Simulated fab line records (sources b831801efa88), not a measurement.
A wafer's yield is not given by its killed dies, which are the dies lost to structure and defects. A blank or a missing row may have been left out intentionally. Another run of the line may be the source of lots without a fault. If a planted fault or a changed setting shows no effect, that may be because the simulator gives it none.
fab line records :: flow gf180mcu
record:
  lots: 14
  wafers: 40
  last-day: 33
route steps=602 shown NSD@247 PSD@256 CONTACT@288
lots that met no fault: from a run of the same line without faults
start-h: start of the lot's first displayed wafer, in hours after the record's first day :: wait-h: how many hours have passed since the lot's step before this one :: " unchanged from the row above :: L1.1+2: a row that stands for several wafers :: - no value, or no start was given :: * or withheld: withheld :: < > ~ a bound
route shown NAME@n: a module of which the file shows steps, and the number in the route of the first :: usual: mean and standard deviation over wafers with no fault :: same: alike in all rows :: chamber/n: place in a boat :: sites: readings site by site :: _std_site: standard deviation across them :: _edge_site: inner sites' mean taken away from outer sites' mean :: radius-mm: for every site, how far away it sits from the centre of the wafer :: mask NAME#n: copy n :: behind: the tool/chamber that last shaped the wafer :: hold: what put the lot on hold/how long, in hours/how the hold closed :: device: whichever transistor did not switch (one of n, p or np) :: end of line: the tests these same wafers got at the end of their route :: where a step has no rows: the recipe by itself :: killed: the dies lost at the first sort to structure and to defects; this is not the yield of the wafer :: map: the dies of a wafer, with x for killed, . for not killed, _ for no die there
set.NAME: the setting that was run; set.NAME@STEP: the one run at that earlier step :: model.NAME: the simulator's own value behind a step, which no gauge read
the route's steps for a sample of lots (tables are steps, rows are wafers)
services: when a tool's chamber went out of use (start-h, in hours from the record's first day, below 0 if earlier), for how many hours, and the reason
== steps ==
step: GF_NSD_TW_MEAS_12
usual:
  NSD_TW: 4254/25
lot.wafer: L327.4
tool: film-metro-02
chamber: -
start-h: 294.90
wait-h: 0.1
NSD_TW: 4245

lot.wafer: L327.5
tool: film-metro-02
chamber: -
start-h: 294.90
wait-h: 0.1
NSD_TW: 4261

lot.wafer: L327.6
tool: film-metro-02
chamber: -
start-h: 294.90
wait-h: 0.1
NSD_TW: 4231

lot.wafer: L328.3
tool: film-metro-02
chamber: -
start-h: 301.58
wait-h: 0.1
NSD_TW: 4294

lot.wafer: L328.5
tool: film-metro-02
chamber: -
start-h: 301.58
wait-h: 0.1
NSD_TW: 4274

lot.wafer: L328.6
tool: film-metro-02
chamber: -
start-h: 301.58
wait-h: 0.1
NSD_TW: 4279

lot.wafer: L329.1
tool: film-metro-02
chamber: -
start-h: 313.22
wait-h: 0.1
NSD_TW: 4227

lot.wafer: L329.4
tool: film-metro-02
chamber: -
start-h: 313.22
wait-h: 0.1
NSD_TW: 4225

lot.wafer: L329.6
tool: film-metro-02
chamber: -
start-h: 313.22
wait-h: 0.1
NSD_TW: 4226

lot.wafer: L330.1
tool: film-metro-03
chamber: -
start-h: 327.12
wait-h: 0.1
NSD_TW: 4208

lot.wafer: L330.2
tool: film-metro-03
chamber: -
start-h: 327.12
wait-h: 0.1
NSD_TW: 4213

lot.wafer: L330.4
tool: film-metro-03
chamber: -
start-h: 327.12
wait-h: 0.1
NSD_TW: 4234

lot.wafer: L331.1
tool: film-metro-02
chamber: -
start-h: 334.42
wait-h: 0.1
NSD_TW: 4256

lot.wafer: L331.4
tool: film-metro-02
chamber: -
start-h: 334.42
wait-h: 0.1
NSD_TW: 4250

lot.wafer: L331.6
tool: film-metro-02
chamber: -
start-h: 334.42
wait-h: 0.1
NSD_TW: 4242

lot.wafer: L332.1
tool: film-metro-02
chamber: -
start-h: 342.91
wait-h: 0.1
NSD_TW: 4268

lot.wafer: L332.4
tool: film-metro-02
chamber: -
start-h: 342.91
wait-h: 0.1
NSD_TW: 4305

lot.wafer: L332.5
tool: film-metro-02
chamber: -
start-h: 342.91
wait-h: 0.1
NSD_TW: 4269

lot.wafer: L334.2
tool: film-metro-03
chamber: -
start-h: 355.17
wait-h: 0.1
NSD_TW: 4299

lot.wafer: L334.4
tool: film-metro-03
chamber: -
start-h: 355.17
wait-h: 0.1
NSD_TW: 4264

lot.wafer: L334.6
tool: film-metro-03
chamber: -
start-h: 355.17
wait-h: 0.1
NSD_TW: 4295

lot.wafer: L336.1
tool: film-metro-03
chamber: -
start-h: 374.07
wait-h: 0.1
NSD_TW: 4245

lot.wafer: L336.4
tool: film-metro-03
chamber: -
start-h: 374.07
wait-h: 0.1
NSD_TW: 4255

lot.wafer: L336.6
tool: film-metro-03
chamber: -
start-h: 374.07
wait-h: 0.1
NSD_TW: 4250

lot.wafer: L337.3
tool: film-metro-01
chamber: -
start-h: 382.63
wait-h: 0.1
NSD_TW: 4222

lot.wafer: L337.4
tool: film-metro-01
chamber: -
start-h: 382.63
wait-h: 0.1
NSD_TW: 4240

lot.wafer: L337.5
tool: film-metro-01
chamber: -
start-h: 382.63
wait-h: 0.1
NSD_TW: 4236

lot.wafer: L338.1
tool: film-metro-02
chamber: -
start-h: 395.51
wait-h: 0.1
NSD_TW: 4278

lot.wafer: L338.5
tool: film-metro-02
chamber: -
start-h: 395.51
wait-h: 0.1
NSD_TW: 4274

lot.wafer: L338.6
tool: film-metro-02
chamber: -
start-h: 395.51
wait-h: 0.1
NSD_TW: 4271

lot.wafer: L339.1
tool: film-metro-02
chamber: -
start-h: 405.82
wait-h: 0.1
NSD_TW: 4300

lot.wafer: L339.2
tool: film-metro-02
chamber: -
start-h: 405.82
wait-h: 0.1
NSD_TW: 4285

lot.wafer: L339.6
tool: film-metro-02
chamber: -
start-h: 405.82
wait-h: 0.1
NSD_TW: 4294

lot.wafer: L340.1
tool: film-metro-03
chamber: -
start-h: 408.96
wait-h: 0.1
NSD_TW: 4213

lot.wafer: L340.3
tool: film-metro-03
chamber: -
start-h: 408.96
wait-h: 0.1
NSD_TW: 4252

lot.wafer: L340.5
tool: film-metro-03
chamber: -
start-h: 408.96
wait-h: 0.1
NSD_TW: 4254

lot.wafer: L345.3
tool: film-metro-03
chamber: -
start-h: 446.28
wait-h: 0.1
NSD_TW: 4261

lot.wafer: L345.4
tool: film-metro-03
chamber: -
start-h: 446.28
wait-h: 0.1
NSD_TW: 4275

lot.wafer: L346.3
tool: film-metro-03
chamber: -
start-h: 454.03
wait-h: 0.1
NSD_TW: 4246

lot.wafer: L346.4
tool: film-metro-03
chamber: -
start-h: 454.03
wait-h: 0.1
NSD_TW: 4226
step: GF_PSD_OVL_MEAS_08
usual:
  PSD_OVL: -0.1/1.3
lot.wafer: L327.4
tool: overlay-01
chamber: -
start-h: 314.80
wait-h: 0.1
PSD_OVL[nm]: -1.6

lot.wafer: L327.5
tool: overlay-01
chamber: -
start-h: 314.80
wait-h: 0.1
PSD_OVL[nm]: -1.2

lot.wafer: L327.6
tool: overlay-01
chamber: -
start-h: 314.80
wait-h: 0.1
PSD_OVL[nm]: -0.2

lot.wafer: L328.3
tool: overlay-02
chamber: -
start-h: 321.84
wait-h: 0.1
PSD_OVL[nm]: 1.0

lot.wafer: L328.5
tool: overlay-02
chamber: -
start-h: 321.84
wait-h: 0.1
PSD_OVL[nm]: 1.6

lot.wafer: L328.6
tool: overlay-02
chamber: -
start-h: 321.84
wait-h: 0.1
PSD_OVL[nm]: 2.3

lot.wafer: L329.1
tool: overlay-02
chamber: -
start-h: 334.72
wait-h: 0.1
PSD_OVL[nm]: -1.5

lot.wafer: L329.4
tool: overlay-02
chamber: -
start-h: 334.72
wait-h: 0.1
PSD_OVL[nm]: 0.2

lot.wafer: L329.6
tool: overlay-02
chamber: -
start-h: 334.72
wait-h: 0.1
PSD_OVL[nm]: 0.7

lot.wafer: L330.1
tool: overlay-01
chamber: -
start-h: 347.35
wait-h: 0.1
PSD_OVL[nm]: -0.7

lot.wafer: L330.2
tool: overlay-01
chamber: -
start-h: 347.35
wait-h: 0.1
PSD_OVL[nm]: -1.6

lot.wafer: L330.4
tool: overlay-01
chamber: -
start-h: 347.35
wait-h: 0.1
PSD_OVL[nm]: 0.2

lot.wafer: L331.1
tool: overlay-01
chamber: -
start-h: 356.00
wait-h: 0.1
PSD_OVL[nm]: -0.4

lot.wafer: L331.4
tool: overlay-01
chamber: -
start-h: 356.00
wait-h: 0.1
PSD_OVL[nm]: -1.4

lot.wafer: L331.6
tool: overlay-01
chamber: -
start-h: 356.00
wait-h: 0.1
PSD_OVL[nm]: -1.5

lot.wafer: L332.1
tool: overlay-02
chamber: -
start-h: 364.22
wait-h: 0.1
PSD_OVL[nm]: -1.3

lot.wafer: L332.4
tool: overlay-02
chamber: -
start-h: 364.22
wait-h: 0.1
PSD_OVL[nm]: 0.3

lot.wafer: L332.5
tool: overlay-02
chamber: -
start-h: 364.22
wait-h: 0.1
PSD_OVL[nm]: 0.0

lot.wafer: L334.2
tool: overlay-02
chamber: -
start-h: 377.85
wait-h: 0.1
PSD_OVL[nm]: 1.5

lot.wafer: L334.4
tool: overlay-02
chamber: -
start-h: 377.85
wait-h: 0.1
PSD_OVL[nm]: -0.4

lot.wafer: L334.6
tool: overlay-02
chamber: -
start-h: 377.85
wait-h: 0.1
PSD_OVL[nm]: -2.3

lot.wafer: L336.1
tool: overlay-01
chamber: -
start-h: 396.40
wait-h: 0.1
PSD_OVL[nm]: -0.1

lot.wafer: L336.4
tool: overlay-01
chamber: -
start-h: 396.40
wait-h: 0.1
PSD_OVL[nm]: -0.8

lot.wafer: L336.6
tool: overlay-01
chamber: -
start-h: 396.40
wait-h: 0.1
PSD_OVL[nm]: -1.8

lot.wafer: L337.3
tool: overlay-01
chamber: -
start-h: 405.91
wait-h: 0.1
PSD_OVL[nm]: -2.4

lot.wafer: L337.4
tool: overlay-01
chamber: -
start-h: 405.91
wait-h: 0.1
PSD_OVL[nm]: 0.8

lot.wafer: L337.5
tool: overlay-01
chamber: -
start-h: 405.91
wait-h: 0.1
PSD_OVL[nm]: 0.2

lot.wafer: L338.1
tool: overlay-01
chamber: -
start-h: 418.75
wait-h: 0.1
PSD_OVL[nm]: -0.1

lot.wafer: L338.5
tool: overlay-01
chamber: -
start-h: 418.75
wait-h: 0.1
PSD_OVL[nm]: 1.0

lot.wafer: L338.6
tool: overlay-01
chamber: -
start-h: 418.75
wait-h: 0.1
PSD_OVL[nm]: 1.6

lot.wafer: L339.1
tool: overlay-01
chamber: -
start-h: 429.25
wait-h: 0.1
PSD_OVL[nm]: 2.4

lot.wafer: L339.2
tool: overlay-01
chamber: -
start-h: 429.25
wait-h: 0.1
PSD_OVL[nm]: -0.4

lot.wafer: L339.6
tool: overlay-01
chamber: -
start-h: 429.25
wait-h: 0.1
PSD_OVL[nm]: 1.9

lot.wafer: L340.1
tool: overlay-01
chamber: -
start-h: 432.57
wait-h: 0.1
PSD_OVL[nm]: 0.7

lot.wafer: L340.3
tool: overlay-01
chamber: -
start-h: 432.57
wait-h: 0.1
PSD_OVL[nm]: 0.4

lot.wafer: L340.5
tool: overlay-01
chamber: -
start-h: 432.57
wait-h: 0.1
PSD_OVL[nm]: 0.0

lot.wafer: L345.3
tool: overlay-02
chamber: -
start-h: 470.29
wait-h: 0.1
PSD_OVL[nm]: -1.8

lot.wafer: L345.4
tool: overlay-02
chamber: -
start-h: 470.29
wait-h: 0.1
PSD_OVL[nm]: -0.9

lot.wafer: L346.3
tool: overlay-01
chamber: -
start-h: 478.24
wait-h: 0.1
PSD_OVL[nm]: -1.7

lot.wafer: L346.4
tool: overlay-01
chamber: -
start-h: 478.24
wait-h: 0.1
PSD_OVL[nm]: -0.4
step: GF_CONTACT_THK_MEAS_01
recipe:
  reads: SiO2_of_CONTACT_CVD_00
usual:
  CONTACT_CVD_00_THK: 302/3.8
lot.wafer: L327.4
tool: film-metro-01
chamber: -
start-h: 337.84
wait-h: 0.1
CONTACT_CVD_00_THK[nm]: 309

lot.wafer: L327.5
tool: film-metro-01
chamber: -
start-h: 337.84
wait-h: 0.1
CONTACT_CVD_00_THK[nm]: 308

lot.wafer: L327.6
tool: film-metro-01
chamber: -
start-h: 337.84
wait-h: 0.1
CONTACT_CVD_00_THK[nm]: 302

lot.wafer: L328.3
tool: film-metro-01
chamber: -
start-h: 345.29
wait-h: 0.0
CONTACT_CVD_00_THK[nm]: 304

lot.wafer: L328.5
tool: film-metro-01
chamber: -
start-h: 345.29
wait-h: 0.0
CONTACT_CVD_00_THK[nm]: 308

lot.wafer: L328.6
tool: film-metro-01
chamber: -
start-h: 345.29
wait-h: 0.0
CONTACT_CVD_00_THK[nm]: 294

lot.wafer: L329.1
tool: film-metro-01
chamber: -
start-h: 358.42
wait-h: 0.0
CONTACT_CVD_00_THK[nm]: 300

lot.wafer: L329.4
tool: film-metro-01
chamber: -
start-h: 358.42
wait-h: 0.0
CONTACT_CVD_00_THK[nm]: 308

lot.wafer: L329.6
tool: film-metro-01
chamber: -
start-h: 358.42
wait-h: 0.0
CONTACT_CVD_00_THK[nm]: 306

lot.wafer: L330.1
tool: film-metro-01
chamber: -
start-h: 371.62
wait-h: 0.0
CONTACT_CVD_00_THK[nm]: 301

lot.wafer: L330.2
tool: film-metro-01
chamber: -
start-h: 371.62
wait-h: 0.0
CONTACT_CVD_00_THK[nm]: 306

lot.wafer: L330.4
tool: film-metro-01
chamber: -
start-h: 371.62
wait-h: 0.0
CONTACT_CVD_00_THK[nm]: 300

lot.wafer: L331.1
tool: film-metro-01
chamber: -
start-h: 380.10
wait-h: 0.0
CONTACT_CVD_00_THK[nm]: 306

lot.wafer: L331.4
tool: film-metro-01
chamber: -
start-h: 380.10
wait-h: 0.0
CONTACT_CVD_00_THK[nm]: 301

lot.wafer: L331.6
tool: film-metro-01
chamber: -
start-h: 380.10
wait-h: 0.0
CONTACT_CVD_00_THK[nm]: 309

lot.wafer: L332.1
tool: film-metro-01
chamber: -
start-h: 387.87
wait-h: 0.0
CONTACT_CVD_00_THK[nm]: 303

lot.wafer: L332.4
tool: film-metro-01
chamber: -
start-h: 387.87
wait-h: 0.0
CONTACT_CVD_00_THK[nm]: 305

lot.wafer: L332.5
tool: film-metro-01
chamber: -
start-h: 387.87
wait-h: 0.0
CONTACT_CVD_00_THK[nm]: 294

lot.wafer: L334.2
tool: film-metro-01
chamber: -
start-h: 401.70
wait-h: 0.1
CONTACT_CVD_00_THK[nm]: 304

lot.wafer: L334.4
tool: film-metro-01
chamber: -
start-h: 401.70
wait-h: 0.1
CONTACT_CVD_00_THK[nm]: 300

lot.wafer: L334.6
tool: film-metro-01
chamber: -
start-h: 401.70
wait-h: 0.1
CONTACT_CVD_00_THK[nm]: 298

lot.wafer: L336.1
tool: film-metro-01
chamber: -
start-h: 422.23
wait-h: 0.0
CONTACT_CVD_00_THK[nm]: 302

lot.wafer: L336.4
tool: film-metro-01
chamber: -
start-h: 422.23
wait-h: 0.0
CONTACT_CVD_00_THK[nm]: 302

lot.wafer: L336.6
tool: film-metro-01
chamber: -
start-h: 422.23
wait-h: 0.0
CONTACT_CVD_00_THK[nm]: 305

lot.wafer: L337.3
tool: film-metro-04
chamber: -
start-h: 430.72
wait-h: 0.0
CONTACT_CVD_00_THK[nm]: 302

lot.wafer: L337.4
tool: film-metro-04
chamber: -
start-h: 430.72
wait-h: 0.0
CONTACT_CVD_00_THK[nm]: 302

lot.wafer: L337.5
tool: film-metro-04
chamber: -
start-h: 430.72
wait-h: 0.0
CONTACT_CVD_00_THK[nm]: 299

lot.wafer: L338.1
tool: film-metro-04
chamber: -
start-h: 444.92
wait-h: 0.0
CONTACT_CVD_00_THK[nm]: 298

lot.wafer: L338.5
tool: film-metro-04
chamber: -
start-h: 444.92
wait-h: 0.0
CONTACT_CVD_00_THK[nm]: 300

lot.wafer: L338.6
tool: film-metro-04
chamber: -
start-h: 444.92
wait-h: 0.0
CONTACT_CVD_00_THK[nm]: 298

lot.wafer: L339.1
tool: film-metro-04
chamber: -
start-h: 455.04
wait-h: 0.0
CONTACT_CVD_00_THK[nm]: 304

lot.wafer: L339.2
tool: film-metro-04
chamber: -
start-h: 455.04
wait-h: 0.0
CONTACT_CVD_00_THK[nm]: 300

lot.wafer: L339.6
tool: film-metro-04
chamber: -
start-h: 455.04
wait-h: 0.0
CONTACT_CVD_00_THK[nm]: 301

lot.wafer: L340.1
tool: film-metro-01
chamber: -
start-h: 457.97
wait-h: 0.0
CONTACT_CVD_00_THK[nm]: 307

lot.wafer: L340.3
tool: film-metro-01
chamber: -
start-h: 457.97
wait-h: 0.0
CONTACT_CVD_00_THK[nm]: 297

lot.wafer: L340.5
tool: film-metro-01
chamber: -
start-h: 457.97
wait-h: 0.0
CONTACT_CVD_00_THK[nm]: 307

lot.wafer: L345.3
tool: film-metro-03
chamber: -
start-h: 495.60
wait-h: 0.0
CONTACT_CVD_00_THK[nm]: 301

lot.wafer: L345.4
tool: film-metro-03
chamber: -
start-h: 495.60
wait-h: 0.0
CONTACT_CVD_00_THK[nm]: 304

lot.wafer: L346.3
tool: film-metro-03
chamber: -
start-h: 503.66
wait-h: 0.0
CONTACT_CVD_00_THK[nm]: 302

lot.wafer: L346.4
tool: film-metro-03
chamber: -
start-h: 503.66
wait-h: 0.0
CONTACT_CVD_00_THK[nm]: 300
step: GF_CONTACT_CVD_02
recipe:
  material: SiO2
  target-thk-nm: 860
  precursor: TEOS
  temp-c: 400
  time-s: 95.992
  rf-w: 600
usual:
  heater-power-w: 657/81
lot.wafer: L327.4
tool: pecvd-02
chamber: 1
start-h: 337.90
wait-h: 0.1
heater-power-w: 604

lot.wafer: L327.5
tool: pecvd-02
chamber: 0
start-h: 337.90
wait-h: 0.1
heater-power-w: 691

lot.wafer: L327.6
tool: pecvd-02
chamber: 2
start-h: 337.90
wait-h: 0.1
heater-power-w: 799

lot.wafer: L328.3
tool: pecvd-04
chamber: 1
start-h: 345.33
wait-h: 0.0
heater-power-w: 689

lot.wafer: L328.5
tool: pecvd-04
chamber: 1
start-h: 345.33
wait-h: 0.0
heater-power-w: 746

lot.wafer: L328.6
tool: pecvd-04
chamber: 0
start-h: 345.33
wait-h: 0.0
heater-power-w: 681

lot.wafer: L329.1
tool: pecvd-03
chamber: 1
start-h: 358.48
wait-h: 0.1
heater-power-w: 561

lot.wafer: L329.4
tool: pecvd-03
chamber: 1
start-h: 358.48
wait-h: 0.1
heater-power-w: 593

lot.wafer: L329.6
tool: pecvd-03
chamber: 2
start-h: 358.48
wait-h: 0.1
heater-power-w: 617

lot.wafer: L330.1
tool: pecvd-04
chamber: 0
start-h: 371.68
wait-h: 0.1
heater-power-w: 683

lot.wafer: L330.2
tool: pecvd-04
chamber: 1
start-h: 371.68
wait-h: 0.1
heater-power-w: 753

lot.wafer: L330.4
tool: pecvd-04
chamber: 0
start-h: 371.68
wait-h: 0.1
heater-power-w: 546

lot.wafer: L331.1
tool: pecvd-02
chamber: 0
start-h: 380.16
wait-h: 0.1
heater-power-w: 663

lot.wafer: L331.4
tool: pecvd-02
chamber: 0
start-h: 380.16
wait-h: 0.1
heater-power-w: 696

lot.wafer: L331.6
tool: pecvd-02
chamber: 1
start-h: 380.16
wait-h: 0.1
heater-power-w: 606

lot.wafer: L332.1
tool: pecvd-04
chamber: 0
start-h: 387.93
wait-h: 0.1
heater-power-w: 642

lot.wafer: L332.4
tool: pecvd-04
chamber: 1
start-h: 387.93
wait-h: 0.1
heater-power-w: 582

lot.wafer: L332.5
tool: pecvd-04
chamber: 2
start-h: 387.93
wait-h: 0.1
heater-power-w: 692

lot.wafer: L334.2
tool: pecvd-02
chamber: 2
start-h: 401.75
wait-h: 0.0
heater-power-w: 768

lot.wafer: L334.4
tool: pecvd-02
chamber: 2
start-h: 401.75
wait-h: 0.0
heater-power-w: 804

lot.wafer: L334.6
tool: pecvd-02
chamber: 1
start-h: 401.75
wait-h: 0.0
heater-power-w: 617

lot.wafer: L336.1
tool: pecvd-03
chamber: 0
start-h: 422.29
wait-h: 0.1
heater-power-w: 599

lot.wafer: L336.4
tool: pecvd-03
chamber: 1
start-h: 422.29
wait-h: 0.1
heater-power-w: 604

lot.wafer: L336.6
tool: pecvd-03
chamber: 2
start-h: 422.29
wait-h: 0.1
heater-power-w: 483

lot.wafer: L337.3
tool: pecvd-03
chamber: 1
start-h: 430.76
wait-h: 0.0
heater-power-w: 614

lot.wafer: L337.4
tool: pecvd-03
chamber: 2
start-h: 430.76
wait-h: 0.0
heater-power-w: 481

lot.wafer: L337.5
tool: pecvd-03
chamber: 0
start-h: 430.76
wait-h: 0.0
heater-power-w: 585

lot.wafer: L338.1
tool: pecvd-03
chamber: 0
start-h: 444.98
wait-h: 0.1
heater-power-w: 571

lot.wafer: L338.5
tool: pecvd-03
chamber: 1
start-h: 444.98
wait-h: 0.1
heater-power-w: 619

lot.wafer: L338.6
tool: pecvd-03
chamber: 0
start-h: 444.98
wait-h: 0.1
heater-power-w: 584

lot.wafer: L339.1
tool: pecvd-02
chamber: 2
start-h: 455.10
wait-h: 0.1
heater-power-w: 691

lot.wafer: L339.2
tool: pecvd-02
chamber: 0
start-h: 455.10
wait-h: 0.1
heater-power-w: 604

lot.wafer: L339.6
tool: pecvd-02
chamber: 1
start-h: 455.10
wait-h: 0.1
heater-power-w: 707

lot.wafer: L340.1
tool: pecvd-02
chamber: 1
start-h: 458.03
wait-h: 0.1
heater-power-w: 731

lot.wafer: L340.3
tool: pecvd-02
chamber: 0
start-h: 458.03
wait-h: 0.1
heater-power-w: 680

lot.wafer: L340.5
tool: pecvd-02
chamber: 2
start-h: 458.03
wait-h: 0.1
heater-power-w: 803

lot.wafer: L345.3
tool: pecvd-02
chamber: 2
start-h: 495.64
wait-h: 0.0
heater-power-w: 695

lot.wafer: L345.4
tool: pecvd-02
chamber: 0
start-h: 495.64
wait-h: 0.0
heater-power-w: 571

lot.wafer: L346.3
tool: pecvd-02
chamber: 1
start-h: 503.70
wait-h: 0.0
heater-power-w: 740

lot.wafer: L346.4
tool: pecvd-02
chamber: 0
start-h: 503.70
wait-h: 0.0
heater-power-w: 695
step: GF_CONTACT_THK_MEAS_03
recipe:
  reads: SiO2_of_CONTACT_CVD_02
usual:
  CONTACT_CVD_02_THK: 863/13
lot.wafer: L327.4
tool: film-metro-01
chamber: -
start-h: 337.97
wait-h: 0.0
CONTACT_CVD_02_THK[nm]: 858

lot.wafer: L327.5
tool: film-metro-01
chamber: -
start-h: 337.97
wait-h: 0.0
CONTACT_CVD_02_THK[nm]: 861

lot.wafer: L327.6
tool: film-metro-01
chamber: -
start-h: 337.97
wait-h: 0.0
CONTACT_CVD_02_THK[nm]: 871

lot.wafer: L328.3
tool: film-metro-01
chamber: -
start-h: 345.42
wait-h: 0.1
CONTACT_CVD_02_THK[nm]: 854

lot.wafer: L328.5
tool: film-metro-01
chamber: -
start-h: 345.42
wait-h: 0.1
CONTACT_CVD_02_THK[nm]: 879

lot.wafer: L328.6
tool: film-metro-01
chamber: -
start-h: 345.42
wait-h: 0.1
CONTACT_CVD_02_THK[nm]: 896

lot.wafer: L329.1
tool: film-metro-03
chamber: -
start-h: 358.55
wait-h: 0.0
CONTACT_CVD_02_THK[nm]: 860

lot.wafer: L329.4
tool: film-metro-03
chamber: -
start-h: 358.55
wait-h: 0.0
CONTACT_CVD_02_THK[nm]: 879

lot.wafer: L329.6
tool: film-metro-03
chamber: -
start-h: 358.55
wait-h: 0.0
CONTACT_CVD_02_THK[nm]: 883

lot.wafer: L330.1
tool: film-metro-04
chamber: -
start-h: 371.75
wait-h: 0.0
CONTACT_CVD_02_THK[nm]: 863

lot.wafer: L330.2
tool: film-metro-04
chamber: -
start-h: 371.75
wait-h: 0.0
CONTACT_CVD_02_THK[nm]: 848

lot.wafer: L330.4
tool: film-metro-04
chamber: -
start-h: 371.75
wait-h: 0.0
CONTACT_CVD_02_THK[nm]: 881

lot.wafer: L331.1
tool: film-metro-04
chamber: -
start-h: 380.23
wait-h: 0.0
CONTACT_CVD_02_THK[nm]: 843

lot.wafer: L331.4
tool: film-metro-04
chamber: -
start-h: 380.23
wait-h: 0.0
CONTACT_CVD_02_THK[nm]: 858

lot.wafer: L331.6
tool: film-metro-04
chamber: -
start-h: 380.23
wait-h: 0.0
CONTACT_CVD_02_THK[nm]: 863

lot.wafer: L332.1
tool: film-metro-04
chamber: -
start-h: 388.00
wait-h: 0.0
CONTACT_CVD_02_THK[nm]: 882

lot.wafer: L332.4
tool: film-metro-04
chamber: -
start-h: 388.00
wait-h: 0.0
CONTACT_CVD_02_THK[nm]: 872

lot.wafer: L332.5
tool: film-metro-04
chamber: -
start-h: 388.00
wait-h: 0.0
CONTACT_CVD_02_THK[nm]: 870

lot.wafer: L334.2
tool: film-metro-04
chamber: -
start-h: 401.83
wait-h: 0.0
CONTACT_CVD_02_THK[nm]: 861

lot.wafer: L334.4
tool: film-metro-04
chamber: -
start-h: 401.83
wait-h: 0.0
CONTACT_CVD_02_THK[nm]: 880

lot.wafer: L334.6
tool: film-metro-04
chamber: -
start-h: 401.83
wait-h: 0.0
CONTACT_CVD_02_THK[nm]: 874

lot.wafer: L336.1
tool: film-metro-04
chamber: -
start-h: 422.36
wait-h: 0.0
CONTACT_CVD_02_THK[nm]: 876

lot.wafer: L336.4
tool: film-metro-04
chamber: -
start-h: 422.36
wait-h: 0.0
CONTACT_CVD_02_THK[nm]: 864

lot.wafer: L336.6
tool: film-metro-04
chamber: -
start-h: 422.36
wait-h: 0.0
CONTACT_CVD_02_THK[nm]: 885

lot.wafer: L337.3
tool: film-metro-03
chamber: -
start-h: 430.85
wait-h: 0.1
CONTACT_CVD_02_THK[nm]: 856

lot.wafer: L337.4
tool: film-metro-03
chamber: -
start-h: 430.85
wait-h: 0.1
CONTACT_CVD_02_THK[nm]: 875

lot.wafer: L337.5
tool: film-metro-03
chamber: -
start-h: 430.85
wait-h: 0.1
CONTACT_CVD_02_THK[nm]: 873

lot.wafer: L338.1
tool: film-metro-01
chamber: -
start-h: 445.05
wait-h: 0.0
CONTACT_CVD_02_THK[nm]: 859

lot.wafer: L338.5
tool: film-metro-01
chamber: -
start-h: 445.05
wait-h: 0.0
CONTACT_CVD_02_THK[nm]: 875

lot.wafer: L338.6
tool: film-metro-01
chamber: -
start-h: 445.05
wait-h: 0.0
CONTACT_CVD_02_THK[nm]: 863

lot.wafer: L339.1
tool: film-metro-03
chamber: -
start-h: 455.17
wait-h: 0.0
CONTACT_CVD_02_THK[nm]: 859

lot.wafer: L339.2
tool: film-metro-03
chamber: -
start-h: 455.17
wait-h: 0.0
CONTACT_CVD_02_THK[nm]: 842

lot.wafer: L339.6
tool: film-metro-03
chamber: -
start-h: 455.17
wait-h: 0.0
CONTACT_CVD_02_THK[nm]: 858

lot.wafer: L340.1
tool: film-metro-03
chamber: -
start-h: 458.10
wait-h: 0.0
CONTACT_CVD_02_THK[nm]: 823

lot.wafer: L340.3
tool: film-metro-03
chamber: -
start-h: 458.10
wait-h: 0.0
CONTACT_CVD_02_THK[nm]: 825

lot.wafer: L340.5
tool: film-metro-03
chamber: -
start-h: 458.10
wait-h: 0.0
CONTACT_CVD_02_THK[nm]: 863

lot.wafer: L345.3
tool: film-metro-04
chamber: -
start-h: 495.73
wait-h: 0.1
CONTACT_CVD_02_THK[nm]: 922

lot.wafer: L345.4
tool: film-metro-04
chamber: -
start-h: 495.73
wait-h: 0.1
CONTACT_CVD_02_THK[nm]: 866

lot.wafer: L346.3
tool: film-metro-01
chamber: -
start-h: 503.79
wait-h: 0.1
CONTACT_CVD_02_THK[nm]: 903

lot.wafer: L346.4
tool: film-metro-01
chamber: -
start-h: 503.79
wait-h: 0.1
CONTACT_CVD_02_THK[nm]: 857
== services ==
tool: pecvd-03
chamber: -
start-h: 373.00
hours: 2.8
kind: pm

tool: pecvd-03
chamber: -
start-h: 426.51
hours: 1.8
kind: repair

tool: pecvd-02
chamber: -
start-h: 468.59
hours: 2.8
kind: pm

tool: pecvd-02
chamber: 1
start-h: 484.67
hours: 6.2
kind: repair
== key ==
first-sign:
  step: GF_CONTACT_THK_MEAS_03
  reading: CONTACT_CVD_02_THK
  direction: up
  sigmas: 3.8
  usual: 863
  struck: 912
effect none on later readings
met-at GF_CONTACT_CVD_02
struck-lots L345,L346
struck-wafers L345.3,L346.3
tester-left-out L345,L346
not-acting-at GF_NSD_TW_MEAS_12,GF_PSD_OVL_MEAS_08,GF_CONTACT_THK_MEAS_01
onset-between 458.03 495.64
fault:
  kind: process-parameter-drift
  tool: pecvd-02
  chamber: -
  onset-h: 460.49
  steps: GF_CONTACT_CVD_02
  channel: target-thk-nm
  offset: 63.546
  shape: step
  end-h: 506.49
  scope: struck-wafers-only
  acts-in: these-recipes-only
  stated: 860
tester-left-out: of these lots the tester's yield and bins aren't shown, on N5 and GAA mostly nor the transistor test; their killed dies are dies lost to structure and defects alone, not to doping, threshold or leakage, so they don't give the yield
